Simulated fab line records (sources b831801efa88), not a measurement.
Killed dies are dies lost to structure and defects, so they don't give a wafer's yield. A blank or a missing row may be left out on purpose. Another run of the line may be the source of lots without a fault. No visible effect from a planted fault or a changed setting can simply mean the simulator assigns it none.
fab line records | flow sky130 | part 1 of 2: steps 1 to 33 of 46
[record] lots = 5 | wafers = 15 | lastDay = 50
route steps=708 shown SONOS_ONO@181 GATE_OXIDE@187 POLY_GATE@204 RES_PROTECT@206
lots untouched by any fault: they come from a run of this same line in which no faults occurred
startH: hours from the record's first day to the start of the lot's first wafer shown | waitH: how many hours have passed since the lot's step before this one | " same as the row above | L1.1+2: a single row standing in for several wafers | - no value present, or no start provided | * or withheld: withheld | < > ~ a bound
route shown NAME@n: names a module that has steps shown in the file, with the first one's number in the route | usual: the fault-free wafers' mean and standard deviation | same: alike in all rows | chamber/n: place in a boat | sites: readings site by site | _std_site: the standard deviation of these | _edge_site: mean of outer sites minus mean of inner sites | radiusMm: for every site, how far away it sits from the centre of the wafer | mask NAME#n: copy n | behind: the last tool/chamber to shape the wafer | hold: the reason the lot was held/the length of the hold in hours/how it ended | device: transistor that didn't switch, given as n, p or np | end of line: tests of these same wafers at the route's end | where a step has no rows: the recipe by itself | killed: dies that structure and defects cost at the first sort, which is not the same as the wafer's yield | map: dies across one wafer; x = killed, . = not, _ = none there
set.NAME: the run value of the setting; set.NAME@STEP: its run value at that earlier step | model.NAME: the simulator's own value behind a step, which no gauge read
lots seen at some steps along the route; tables by step, rows by wafer
services: when a tool's chamber went out of use (startH, in hours from the record's first day, below 0 if earlier), for how many hours, and the reason
[[steps]]
[step SKY_SONOS_ONO_CD_MEAS_13]
[recipe] targetCdNm = 410
[usual] cdNm = 410.0/2.2
lot.wafer | tool     | chamber | startH | waitH | cdNm
L075.2    | cdSem-01 | -       | 279.78 | 0.1   | 413.8
L075.4    | "        | -       | "      | "     | 412.7
L075.6    | "        | -       | "      | "     | 414.7
L079.2    | cdSem-02 | -       | 312.83 | 0.1   | 408.1
L079.4    | "        | -       | "      | "     | 407.2
L079.5    | "        | -       | "      | "     | 408.4
L089.2    | cdSem-02 | -       | 413.47 | 0.1   | 409.2
L089.5    | "        | -       | "      | "     | 406.3
L089.6    | "        | -       | "      | "     | 408.0
L096.2    | cdSem-02 | -       | 464.43 | 0.1   | 405.8
L096.4    | "        | -       | "      | "     | 408.1
L096.6    | "        | -       | "      | "     | 409.1
L097.2    | cdSem-01 | -       | 464.52 | 0.1   | 406.9
L097.4    | "        | -       | "      | "     | 407.5
L097.6    | "        | -       | "      | "     | 409.2
[step SKY_SONOS_ONO_OVL_MEAS_14]
[usual] SONOS_ONO_OVL = 0.9/1.6
lot.wafer | tool       | chamber | startH | waitH | SONOS_ONO_OVL[nm]
L075.2    | overlay-01 | -       | 279.88 | 0.1   | 2.1
L075.4    | "          | -       | "      | "     | -0.2
L075.6    | "          | -       | "      | "     | 1.7
L079.2    | overlay-02 | -       | 312.93 | 0.1   | 0.5
L079.4    | "          | -       | "      | "     | 1.6
L079.5    | "          | -       | "      | "     | -0.5
L089.2    | overlay-02 | -       | 413.57 | 0.1   | 2.0
L089.5    | "          | -       | "      | "     | 2.3
L089.6    | "          | -       | "      | "     | 2.3
L096.2    | overlay-01 | -       | 464.53 | 0.1   | -0.7
L096.4    | "          | -       | "      | "     | 1.3
L096.6    | "          | -       | "      | "     | 1.6
L097.2    | overlay-02 | -       | 464.62 | 0.1   | 0.8
L097.4    | "          | -       | "      | "     | 0.0
L097.6    | "          | -       | "      | "     | -0.2
[step SKY_SONOS_ONO_ETCH_15]
[recipe] targetDepthNm = 19.52 | chemistry = CHF3/O2 | sourceW = 600 | biasW = 200 | pressureMtorr = 40 | chf3FlowSccm = 50 | O2_flow_sccm = 5 | timeS = 7.8
[usual] O2_flow_sccm = 4.998/0.015 | drypumpMotorCurrentA = 5.9/0.38 | oesProductAu = 0.999/0.011 | throttleValvePct = 8.824/0.0093
lot.wafer | tool       | chamber | startH | waitH | O2_flow_sccm | drypumpMotorCurrentA | oesProductAu | rfHoursCounterH | throttleValvePct
L075.2    | rieDiel-03 | 3       | 279.91 | 0.0   | 4.986        | 5.8                  | 1.000        | 92              | 8.815
L075.4    | "          | 2       | "      | "     | 5.013        | 5.4                  | 0.993        | 27              | 8.827
L075.6    | "          | 3       | "      | "     | 5.004        | 5.8                  | 1.007        | -               | 8.827
L079.2    | rieDiel-03 | 0       | 312.96 | 0.0   | 4.989        | 5.8                  | 1.007        | 3               | 8.827
L079.4    | "          | 1       | "      | "     | 5.004        | 5.7                  | 1.006        | 28              | 8.821
L079.5    | "          | 2       | "      | "     | 4.975        | 5.4                  | 0.992        | -               | 8.830
L089.2    | rieDiel-04 | 2       | 413.60 | 0.0   | 4.988        | 5.6                  | 1.025        | 10              | 8.842
L089.5    | "          | 1       | "      | "     | 5.003        | 5.7                  | 1.009        | -               | 8.826
L089.6    | "          | 0       | "      | "     | 4.998        | 4.9                  | 1.014        | -               | 8.814
L096.2    | rieDiel-03 | 1       | 464.56 | 0.0   | 4.981        | 5.7                  | 1.011        | 31              | 8.835
L096.4    | "          | 3       | "      | "     | 5.010        | 5.7                  | 1.005        | 95              | 8.835
L096.6    | "          | 3       | "      | "     | 5.021        | 5.8                  | 0.985        | -               | 8.833
L097.2    | rieDiel-04 | 3       | 464.65 | 0.0   | 4.999        | 6.6                  | 0.998        | 8               | 8.831
L097.4    | "          | 0       | "      | "     | 5.007        | 4.9                  | 0.998        | 3               | 8.827
L097.6    | "          | 3       | "      | "     | 4.993        | 6.7                  | 1.010        | -               | 8.832
[step SKY_SONOS_ONO_WET_ETCH_16]
[recipe] chemistry = dHF | targetDepthNm = 14 | dry = n2Spin | target = SiO2 | dilution = 100:1 | tempC = 25 | timeS = 280
lot.wafer  | tool        | chamber | startH | waitH
L075.2+4+6 | wetBench-04 | 0       | 279.93 | 0.0
L079.2+4+5 | wetBench-04 | 2       | 312.98 | 0.0
L089.2+5+6 | wetBench-04 | 1       | 413.63 | 0.0
L096.2+4+6 | wetBench-02 | 2       | 464.58 | 0.0
L097.2+4+6 | wetBench-01 | 2       | 464.68 | 0.0
[step SKY_SONOS_ONO_STRIP_17]
[recipe] chemistry = O2/N2 | powerW = 1400 | pressureMtorr = 1500 | platenTempC = withheld | o2FlowSccm = 3000 | n2FlowSccm = 300 | overashFraction = 0.5
[usual] drypumpMotorCurrentA = 5.7/0.33 | oesProductAu = 0.710/0.0044 | stripTimeToEndpointS = 14.09/0.036
lot.wafer | tool           | chamber | startH | waitH | drypumpMotorCurrentA | oesProductAu | rfHoursCounterH | stripTimeToEndpointS
L075.2    | plasmaAsher-03 | 0       | 280.02 | 0.0   | 6.2                  | 0.714        | 46              | 14.13
L075.4    | "              | 0       | "      | "     | 6.2                  | 0.708        | -               | 14.13
L075.6    | "              | 0       | "      | "     | 6.2                  | 0.706        | -               | 14.11
L079.2    | plasmaAsher-04 | 1       | 313.07 | 0.0   | 5.8                  | 0.699        | 63              | 14.08
L079.4    | "              | 0       | "      | "     | 5.9                  | 0.711        | -               | 14.10
L079.5    | "              | 1       | "      | "     | 5.8                  | 0.708        | -               | 14.12
L089.2    | plasmaAsher-01 | 1       | 413.71 | 0.0   | 5.3                  | 0.703        | 30              | 14.05
L089.5    | "              | 1       | "      | "     | 5.3                  | 0.709        | -               | 14.02
L089.6    | "              | 0       | "      | "     | 5.4                  | 0.716        | -               | 14.02
L096.2    | plasmaAsher-04 | 0       | 464.67 | 0.0   | 5.8                  | 0.702        | 79              | 14.05
L096.4    | "              | 0       | "      | "     | 5.9                  | 0.719        | -               | 14.08
L096.6    | "              | 0       | "      | "     | 5.9                  | 0.707        | -               | 14.08
L097.2    | plasmaAsher-01 | 1       | 464.76 | 0.0   | 5.3                  | 0.715        | 35              | 14.04
L097.4    | "              | 1       | "      | "     | 5.3                  | 0.708        | -               | 14.03
L097.6    | "              | 1       | "      | "     | 5.3                  | 0.711        | -               | 14.05
[step SKY_SONOS_ONO_WET_ETCH_18]
[recipe] chemistry = H3PO4 | targetDepthNm = 15 | target = Si3N4 | tempC = 160 | timeS = 172
lot.wafer  | tool        | chamber | startH | waitH
L075.2+4+6 | wetBench-04 | 2       | 280.12 | 0.1
L079.2+4+5 | wetBench-01 | 1       | 313.17 | 0.1
L089.2+5+6 | wetBench-04 | 0       | 413.81 | 0.1
L096.2+4+6 | wetBench-02 | 1       | 464.77 | 0.1
L097.2+4+6 | wetBench-01 | 1       | 464.86 | 0.1
[step SKY_GATE_OXIDE_CLEAN_00]
[recipe] chemistry = SC1/SC2 | mix = 1:4:20 | tempC = 70 | timeS = 150 | dry = n2Spin
lot.wafer  | tool        | chamber | startH | waitH
L075.2+4+6 | wetBench-01 | 0       | 280.18 | 0.0
L079.2+4+5 | wetBench-02 | 0       | 313.23 | 0.0
L089.2+5+6 | wetBench-04 | 0       | 413.87 | 0.0
L096.2+4+6 | wetBench-02 | 3       | 464.82 | 0.0
L097.2+4+6 | wetBench-02 | 1       | 464.92 | 0.0
[step SKY_GATE_OXIDE_OXIDATION_01]
[recipe] tempC = 900 | ambient = O2 | stabiliseS = 600 | purgeS = 300 | targetThkA = 102.68 | oxTimeS = 1473
lot.wafer  | tool       | chamber | startH | waitH
L075.2+4+6 | furnace-02 | 0       | 281.57 | 1.3
L079.2+4+5 | furnace-02 | 0       | 314.04 | 0.8
L089.2+5+6 | furnace-01 | 0       | 414.59 | 0.7
L096.2+4+6 | furnace-01 | 0       | 465.79 | 0.9
L097.2+4+6 | furnace-01 | 0       | 465.79 | 0.8
[step SKY_GATE_OXIDE_THK_MEAS_02]
[recipe] reads = SiO2_of_GATE_OXIDE_OXIDATION_01
[usual] GATE_OXIDE_OXIDATION_00_THK = 10.30/0.21
lot.wafer | tool         | chamber | startH | waitH | GATE_OXIDE_OXIDATION_00_THK[nm]
L075.2    | filmMetro-03 | -       | 282.99 | 0.0   | 10.69
L075.4    | "            | -       | "      | "     | 10.66
L075.6    | "            | -       | "      | "     | 10.76
L079.2    | filmMetro-02 | -       | 315.46 | 0.0   | 10.37
L079.4    | "            | -       | "      | "     | 10.35
L079.5    | "            | -       | "      | "     | 10.56
L089.2    | filmMetro-03 | -       | 416.01 | 0.0   | 10.17
L089.5    | "            | -       | "      | "     | 10.19
L089.6    | "            | -       | "      | "     | 9.98
L096.2    | filmMetro-01 | -       | 467.21 | 0.0   | 10.12
L096.4    | "            | -       | "      | "     | 10.41
L096.6    | "            | -       | "      | "     | 10.23
L097.2    | filmMetro-02 | -       | 467.21 | 0.0   | 10.20
L097.4    | "            | -       | "      | "     | 10.35
L097.6    | "            | -       | "      | "     | 10.24
[step SKY_GATE_OXIDE_DEHYDRATE_03]
[recipe] tempC = 200 | timeS = 60
lot.wafer  | tool          | chamber | startH | waitH
L075.2+4+6 | lithoTrack-03 | 0       | 294.77 | 11.8
L079.2+4+5 | lithoTrack-02 | 0       | 328.00 | 12.5
L089.2+5+6 | lithoTrack-04 | 0       | 429.33 | 13.3
L096.2+4+6 | lithoTrack-03 | 0       | 481.37 | 14.2
L097.2+4+6 | lithoTrack-04 | 0       | 481.53 | 14.3
[step SKY_GATE_OXIDE_HMDS_04]
[recipe] primeTimeS = 60 | primeTempC = 120
[usual] primeTempC = 120.00/0.11
lot.wafer | tool          | chamber | startH | waitH | primeTempC
L075.2    | lithoTrack-03 | 0       | 294.92 | 0.1   | 119.96
L075.4    | "             | 0       | "      | "     | 119.89
L075.6    | "             | 0       | "      | "     | 119.99
L079.2    | lithoTrack-02 | 0       | 328.15 | 0.1   | 119.92
L079.4    | "             | 0       | "      | "     | 119.95
L079.5    | "             | 0       | "      | "     | 119.92
L089.2    | lithoTrack-04 | 0       | 429.48 | 0.1   | 120.15
L089.5    | "             | 0       | "      | "     | 120.04
L089.6    | "             | 0       | "      | "     | 120.14
L096.2    | lithoTrack-03 | 0       | 481.52 | 0.1   | 119.91
L096.4    | "             | 0       | "      | "     | 120.10
L096.6    | "             | 0       | "      | "     | 120.20
L097.2    | lithoTrack-04 | 0       | 481.68 | 0.1   | 119.88
L097.4    | "             | 0       | "      | "     | 120.03
L097.6    | "             | 0       | "      | "     | 119.98
[step SKY_GATE_OXIDE_COAT_05]
[recipe] resist = NOVOLAK | spinRpm = 3000 | resistThkNm = 1140
lot.wafer  | tool          | chamber | startH | waitH
L075.2+4+6 | lithoTrack-03 | 0       | 295.07 | 0.1
L079.2+4+5 | lithoTrack-02 | 0       | 328.30 | 0.1
L089.2+5+6 | lithoTrack-04 | 0       | 429.63 | 0.1
L096.2+4+6 | lithoTrack-03 | 0       | 481.67 | 0.1
L097.2+4+6 | lithoTrack-04 | 0       | 481.83 | 0.1
[step SKY_GATE_OXIDE_SOFTBAKE_06]
[recipe] tempC = 90 | timeS = 60 | resist = NOVOLAK
lot.wafer  | tool          | chamber | startH | waitH
L075.2+4+6 | lithoTrack-03 | 0       | 295.22 | 0.1
L079.2+4+5 | lithoTrack-02 | 0       | 328.45 | 0.1
L089.2+5+6 | lithoTrack-04 | 0       | 429.78 | 0.1
L096.2+4+6 | lithoTrack-03 | 0       | 481.82 | 0.1
L097.2+4+6 | lithoTrack-04 | 0       | 481.98 | 0.1
[step SKY_GATE_OXIDE_EXPOSE_07]
[recipe] maskId = LVOM | na = 0.6 | sourceShape = conventional | sigmaOuter = 0.6 | polarization = unpolarized | targetCdNm = 600 | doseMj = 170
[usual] focusOffsetNm = 0.1/0.56
lot.wafer | tool            | chamber | startH | waitH | mask   | focusOffsetNm
L075.2    | ilineStepper-02 | 0       | -      | -     | LVOM#0 | -0.2
L075.4    | "               | 0       | "      | "     | LVOM#0 | 0.4
L075.6    | "               | 0       | "      | "     | LVOM#0 | 0.5
L079.2    | ilineStepper-01 | 0       | -      | -     | LVOM#0 | 0.7
L079.4    | "               | 0       | "      | "     | LVOM#0 | 0.3
L079.5    | "               | 0       | "      | "     | LVOM#0 | 0.8
L089.2    | ilineStepper-02 | 0       | -      | -     | LVOM#0 | 1.0
L089.5    | "               | 0       | "      | "     | LVOM#0 | -0.2
L089.6    | "               | 0       | "      | "     | LVOM#0 | 0.2
L096.2    | ilineStepper-01 | 0       | -      | -     | LVOM#0 | 1.4
L096.4    | "               | 0       | "      | "     | LVOM#0 | 1.3
L096.6    | "               | 0       | "      | "     | LVOM#0 | 1.2
L097.2    | ilineStepper-02 | 0       | -      | -     | LVOM#0 | 0.2
L097.4    | "               | 0       | "      | "     | LVOM#0 | 0.7
L097.6    | "               | 0       | "      | "     | LVOM#0 | 0.0
[step SKY_GATE_OXIDE_PEB_08]
[recipe] tempC = withheld | timeS = * | resist = NOVOLAK
lot.wafer  | tool          | chamber | startH | waitH
L075.2+4+6 | lithoTrack-04 | 0       | -      | -
L079.2+4+5 | lithoTrack-02 | 0       | -      | -
L089.2+5+6 | lithoTrack-03 | 0       | -      | -
L096.2+4+6 | lithoTrack-02 | 0       | -      | -
L097.2+4+6 | lithoTrack-02 | 0       | -      | -
[step SKY_GATE_OXIDE_DEVELOP_09]
[recipe] resist = NOVOLAK | developer = TMAH | developTimeS = 60 | devTempC = 23
lot.wafer  | tool          | chamber | startH | waitH
L075.2+4+6 | lithoTrack-04 | 0       | 308.03 | 0.1
L079.2+4+5 | lithoTrack-02 | 0       | 342.00 | 0.1
L089.2+5+6 | lithoTrack-03 | 0       | 444.87 | 0.1
L096.2+4+6 | lithoTrack-02 | 0       | 497.60 | 0.1
L097.2+4+6 | lithoTrack-02 | 0       | 497.90 | 0.1
[step SKY_GATE_OXIDE_OVL_MEAS_10]
[usual] GATE_OXIDE_OVL = -1.3/1.4
lot.wafer | tool       | chamber | startH | waitH | GATE_OXIDE_OVL[nm]
L075.2    | overlay-01 | -       | 308.16 | 0.1   | -1.9
L075.4    | "          | -       | "      | "     | -2.2
L075.6    | "          | -       | "      | "     | -2.2
L079.2    | overlay-01 | -       | 342.13 | 0.1   | -2.1
L079.4    | "          | -       | "      | "     | -0.9
L079.5    | "          | -       | "      | "     | -1.3
L089.2    | overlay-02 | -       | 445.00 | 0.1   | -0.8
L089.5    | "          | -       | "      | "     | -0.6
L089.6    | "          | -       | "      | "     | -0.4
L096.2    | overlay-01 | -       | 497.73 | 0.1   | -2.3
L096.4    | "          | -       | "      | "     | -1.1
L096.6    | "          | -       | "      | "     | -0.7
L097.2    | overlay-01 | -       | 498.03 | 0.1   | 0.6
L097.4    | "          | -       | "      | "     | 0.3
L097.6    | "          | -       | "      | "     | -1.6
[step SKY_GATE_OXIDE_IMPLANT_11]
[recipe] species = B | energyKev = 10 | doseCm2 = 2.6e+12 | tiltDeg = withheld
lot.wafer  | tool         | chamber | startH | waitH
L075.2+4+6 | implanter-04 | 0       | 308.22 | 0.0
L079.2+4+5 | implanter-04 | 0       | 342.18 | 0.0
L089.2+5+6 | implanter-02 | 0       | 445.17 | 0.2
L096.2+4+6 | implanter-04 | 0       | 497.78 | 0.0
L097.2+4+6 | implanter-04 | 0       | 498.08 | 0.0
[step SKY_GATE_OXIDE_WET_ETCH_12]
[recipe] chemistry = dHF | targetDepthNm = 16.8 | dry = n2Spin | target = SiO2 | dilution = 100:1 | tempC = 25 | timeS = 336
lot.wafer  | tool        | chamber | startH | waitH
L075.2+4+6 | wetBench-01 | 3       | 308.34 | 0.1
L079.2+4+5 | wetBench-01 | 2       | 342.31 | 0.1
L089.2+5+6 | wetBench-02 | 1       | 445.29 | 0.1
L096.2+4+6 | wetBench-01 | 3       | 497.91 | 0.1
L097.2+4+6 | wetBench-02 | 0       | 498.21 | 0.1
[step SKY_GATE_OXIDE_STRIP_13]
[recipe] chemistry = O2/N2 | powerW = 1400 | pressureMtorr = 1500 | platenTempC = withheld | o2FlowSccm = 3000 | n2FlowSccm = 300 | overashFraction = 0.5
[usual] drypumpMotorCurrentA = 5.7/0.43 | oesProductAu = 0.716/0.0045 | stripTimeToEndpointS = 14.19/0.035
lot.wafer | tool           | chamber | startH | waitH | drypumpMotorCurrentA | oesProductAu | rfHoursCounterH | stripTimeToEndpointS
L075.2    | plasmaAsher-03 | 1       | 308.44 | 0.0   | 5.9                  | 0.719        | 48              | 14.22
L075.4    | "              | 0       | "      | "     | 6.2                  | 0.713        | -               | 14.16
L075.6    | "              | 0       | "      | "     | 6.2                  | 0.720        | -               | 14.14
L079.2    | plasmaAsher-01 | 1       | 342.42 | 0.0   | 5.3                  | 0.727        | 22              | 14.17
L079.4    | "              | 1       | "      | "     | 5.3                  | 0.718        | -               | 14.14
L079.5    | "              | 0       | "      | "     | 5.4                  | 0.714        | -               | 14.18
L089.2    | plasmaAsher-03 | 0       | 445.39 | 0.0   | 6.2                  | 0.721        | 61              | 14.18
L089.5    | "              | 0       | "      | "     | 6.2                  | 0.718        | -               | 14.17
L089.6    | "              | 1       | "      | "     | 5.9                  | 0.713        | -               | 14.15
L096.2    | plasmaAsher-02 | 1       | 498.02 | 0.0   | 4.7                  | 0.714        | 6               | 14.18
L096.4    | "              | 1       | "      | "     | 4.7                  | 0.713        | -               | 14.16
L096.6    | "              | 1       | "      | "     | 4.7                  | 0.718        | -               | 14.16
L097.2    | plasmaAsher-03 | 0       | 498.31 | 0.0   | 6.2                  | 0.708        | 67              | 14.17
L097.4    | "              | 0       | "      | "     | 6.2                  | 0.714        | -               | 14.18
L097.6    | "              | 1       | "      | "     | 5.9                  | 0.716        | -               | 14.13
[step SKY_GATE_OXIDE_TW_MEAS_14]
[usual] GATE_OXIDE_TW = 226.0/1.3
lot.wafer | tool         | chamber | startH | waitH | GATE_OXIDE_TW
L075.2    | filmMetro-03 | -       | 308.55 | 0.1   | 226.6
L075.4    | "            | -       | "      | "     | 228.6
L075.6    | "            | -       | "      | "     | 226.8
L079.2    | filmMetro-03 | -       | 342.53 | 0.1   | 226.8
L079.4    | "            | -       | "      | "     | 225.6
L079.5    | "            | -       | "      | "     | 225.5
L089.2    | filmMetro-03 | -       | 445.50 | 0.1   | 225.0
L089.5    | "            | -       | "      | "     | 226.9
L089.6    | "            | -       | "      | "     | 226.7
L096.2    | filmMetro-01 | -       | 498.13 | 0.1   | 225.2
L096.4    | "            | -       | "      | "     | 226.1
L096.6    | "            | -       | "      | "     | 224.7
L097.2    | filmMetro-02 | -       | 498.42 | 0.1   | 224.8
L097.4    | "            | -       | "      | "     | 225.0
L097.6    | "            | -       | "      | "     | 224.7
[step SKY_GATE_OXIDE_CLEAN_15]
[recipe] chemistry = SC1/SC2 | mix = 1:4:20 | tempC = 70 | timeS = 150 | dry = n2Spin
lot.wafer  | tool        | chamber | startH | waitH
L075.2+4+6 | wetBench-02 | 1       | 308.60 | 0.0
L079.2+4+5 | wetBench-04 | 1       | 342.58 | 0.0
L089.2+5+6 | wetBench-02 | 2       | 445.55 | 0.0
L096.2+4+6 | wetBench-04 | 3       | 498.18 | 0.0
L097.2+4+6 | wetBench-01 | 0       | 498.47 | 0.0
[step SKY_GATE_OXIDE_OXIDATION_16]
[recipe] tempC = 800 | ambient = O2 | idleTempC = 700 | rampUpCPerMin = 10 | rampDownCPerMin = 3 | stabiliseS = 600 | purgeS = 300 | targetThkA = 35.7 | oxTimeS = 1915
lot.wafer  | tool       | chamber | startH | waitH
L075.2+4+6 | furnace-01 | 0       | 308.70 | 0.0
L079.2+4+5 | furnace-01 | 0       | 343.31 | 0.7
L089.2+5+6 | furnace-02 | 0       | 445.60 | 0.0
L096.2+4+6 | furnace-02 | 0       | 498.23 | 0.0
L097.2+4+6 | furnace-01 | 0       | 498.52 | 0.0
[step SKY_POLY_GATE_CVD_00]
[recipe] material = poly-Si | targetThkNm = 180 | tempC = 620 | timeS = 720 | pressureMtorr = 200
lot.wafer  | tool     | chamber | startH | waitH
L075.2+4+6 | lpcvd-01 | 1       | 310.23 | 0.0
L079.2+4+5 | lpcvd-01 | 1       | 344.84 | 0.0
L089.2+5+6 | lpcvd-01 | 0       | 447.14 | 0.0
L096.2+4+6 | lpcvd-01 | 1       | 499.76 | 0.0
L097.2+4+6 | lpcvd-01 | 1       | 500.96 | 0.9
[step SKY_POLY_GATE_THK_MEAS_01]
[recipe] reads = poly-Si_of_POLY_GATE_CVD_00
[usual] POLY_GATE_CVD_00_THK = 179.7/1.3
lot.wafer | tool         | chamber | startH | waitH | POLY_GATE_CVD_00_THK[nm]
L075.2    | filmMetro-03 | -       | 311.44 | 0.0   | 177.9
L075.4    | "            | -       | "      | "     | 178.8
L075.6    | "            | -       | "      | "     | 179.2
L079.2    | filmMetro-03 | -       | 346.05 | 0.0   | 180.1
L079.4    | "            | -       | "      | "     | 181.3
L079.5    | "            | -       | "      | "     | 179.7
L089.2    | filmMetro-03 | -       | 448.35 | 0.0   | 181.7
L089.5    | "            | -       | "      | "     | 181.7
L089.6    | "            | -       | "      | "     | 181.0
L096.2    | filmMetro-03 | -       | 500.97 | 0.0   | 180.9
L096.4    | "            | -       | "      | "     | 180.7
L096.6    | "            | -       | "      | "     | 180.4
L097.2    | filmMetro-03 | -       | 502.17 | 0.0   | 178.2
L097.4    | "            | -       | "      | "     | 178.5
L097.6    | "            | -       | "      | "     | 181.3
[step SKY_RES_PROTECT_DEHYDRATE_00]
[recipe] tempC = 200 | timeS = 60
lot.wafer  | tool          | chamber | startH | waitH
L075.2+4+6 | lithoTrack-01 | 0       | 324.03 | 12.6
L079.2+4+5 | lithoTrack-03 | 0       | 358.62 | 12.6
L089.2+5+6 | lithoTrack-01 | 0       | 462.68 | 14.3
L096.2+4+6 | lithoTrack-01 | 0       | 514.88 | 13.9
L097.2+4+6 | lithoTrack-01 | 0       | 516.58 | 14.4
[step SKY_RES_PROTECT_HMDS_01]
[recipe] primeTimeS = 60 | primeTempC = 120
[usual] primeTempC = 120.00/0.13
lot.wafer | tool          | chamber | startH | waitH | primeTempC
L075.2    | lithoTrack-01 | 0       | 324.18 | 0.1   | 119.95
L075.4    | "             | 0       | "      | "     | 119.85
L075.6    | "             | 0       | "      | "     | 119.82
L079.2    | lithoTrack-03 | 0       | 358.77 | 0.1   | 119.93
L079.4    | "             | 0       | "      | "     | 119.95
L079.5    | "             | 0       | "      | "     | 119.86
L089.2    | lithoTrack-01 | 0       | 462.83 | 0.1   | 119.95
L089.5    | "             | 0       | "      | "     | 120.04
L089.6    | "             | 0       | "      | "     | 119.93
L096.2    | lithoTrack-01 | 0       | 515.03 | 0.1   | 120.20
L096.4    | "             | 0       | "      | "     | 120.26
L096.6    | "             | 0       | "      | "     | 120.15
L097.2    | lithoTrack-01 | 0       | 516.73 | 0.1   | 120.16
L097.4    | "             | 0       | "      | "     | 120.08
L097.6    | "             | 0       | "      | "     | 120.07
[step SKY_RES_PROTECT_COAT_02]
[recipe] resist = NOVOLAK | spinRpm = 3000 | resistThkNm = 1140
lot.wafer  | tool          | chamber | startH | waitH
L075.2+4+6 | lithoTrack-01 | 0       | 324.33 | 0.1
L079.2+4+5 | lithoTrack-03 | 0       | 358.92 | 0.1
L089.2+5+6 | lithoTrack-01 | 0       | 462.98 | 0.1
L096.2+4+6 | lithoTrack-01 | 0       | 515.18 | 0.1
L097.2+4+6 | lithoTrack-01 | 0       | 516.88 | 0.1
[step SKY_RES_PROTECT_SOFTBAKE_03]
[recipe] tempC = 90 | timeS = 60 | resist = NOVOLAK
lot.wafer  | tool          | chamber | startH | waitH
L075.2+4+6 | lithoTrack-01 | 0       | 324.48 | 0.1
L079.2+4+5 | lithoTrack-03 | 0       | 359.07 | 0.1
L089.2+5+6 | lithoTrack-01 | 0       | 463.13 | 0.1
L096.2+4+6 | lithoTrack-01 | 0       | 515.33 | 0.1
L097.2+4+6 | lithoTrack-01 | 0       | 517.03 | 0.1
[step SKY_RES_PROTECT_EXPOSE_04]
[recipe] maskId = RPM | na = 0.6 | sourceShape = conventional | sigmaOuter = 0.6 | polarization = unpolarized | targetCdNm = 1270 | doseMj = 131
[usual] focusOffsetNm = 0.0/0.47
lot.wafer | tool            | chamber | startH | waitH | mask  | focusOffsetNm
L075.2    | ilineStepper-01 | 0       | -      | -     | RPM#0 | 1.0
L075.4    | "               | 0       | "      | "     | RPM#0 | 0.0
L075.6    | "               | 0       | "      | "     | RPM#0 | 0.0
L079.2    | ilineStepper-02 | 0       | -      | -     | RPM#0 | -0.2
L079.4    | "               | 0       | "      | "     | RPM#0 | -0.4
L079.5    | "               | 0       | "      | "     | RPM#0 | -0.3
L089.2    | ilineStepper-01 | 0       | -      | -     | RPM#0 | -0.1
L089.5    | "               | 0       | "      | "     | RPM#0 | -0.1
L089.6    | "               | 0       | "      | "     | RPM#0 | 0.1
L096.2    | ilineStepper-01 | 0       | -      | -     | RPM#0 | 0.2
L096.4    | "               | 0       | "      | "     | RPM#0 | -0.6
L096.6    | "               | 0       | "      | "     | RPM#0 | 0.1
L097.2    | ilineStepper-02 | 0       | -      | -     | RPM#0 | -0.3
L097.4    | "               | 0       | "      | "     | RPM#0 | 0.2
L097.6    | "               | 0       | "      | "     | RPM#0 | -0.4
[step SKY_RES_PROTECT_PEB_05]
[recipe] tempC = withheld | timeS = * | resist = NOVOLAK
lot.wafer  | tool          | chamber | startH | waitH
L075.2+4+6 | lithoTrack-02 | 0       | -      | -
L079.2+4+5 | lithoTrack-02 | 0       | -      | -
L089.2+5+6 | lithoTrack-02 | 0       | -      | -
L096.2+4+6 | lithoTrack-01 | 0       | -      | -
L097.2+4+6 | lithoTrack-03 | 0       | -      | -
[step SKY_RES_PROTECT_DEVELOP_06]
[recipe] resist = NOVOLAK | developer = TMAH | developTimeS = 60 | devTempC = 23
lot.wafer  | tool          | chamber | startH | waitH
L075.2+4+6 | lithoTrack-02 | 0       | 338.35 | 0.1
L079.2+4+5 | lithoTrack-02 | 0       | 373.25 | 0.1
L089.2+5+6 | lithoTrack-02 | 0       | 477.90 | 0.1
L096.2+4+6 | lithoTrack-01 | 0       | 530.98 | 0.1
L097.2+4+6 | lithoTrack-03 | 0       | 532.22 | 0.1
[step SKY_POLY_GATE_IMPLANT_02]
[recipe] species = P | energyKev = 30 | doseCm2 = 7.7e+15 | tiltDeg = 0
lot.wafer  | tool         | chamber | startH | waitH
L075.2+4+6 | implanter-03 | 0       | 338.50 | 0.1
L079.2+4+5 | implanter-01 | 0       | 373.40 | 0.1
L089.2+5+6 | implanter-03 | 0       | 478.05 | 0.1
L096.2+4+6 | implanter-01 | 0       | 531.13 | 0.1
L097.2+4+6 | implanter-01 | 0       | 532.37 | 0.1
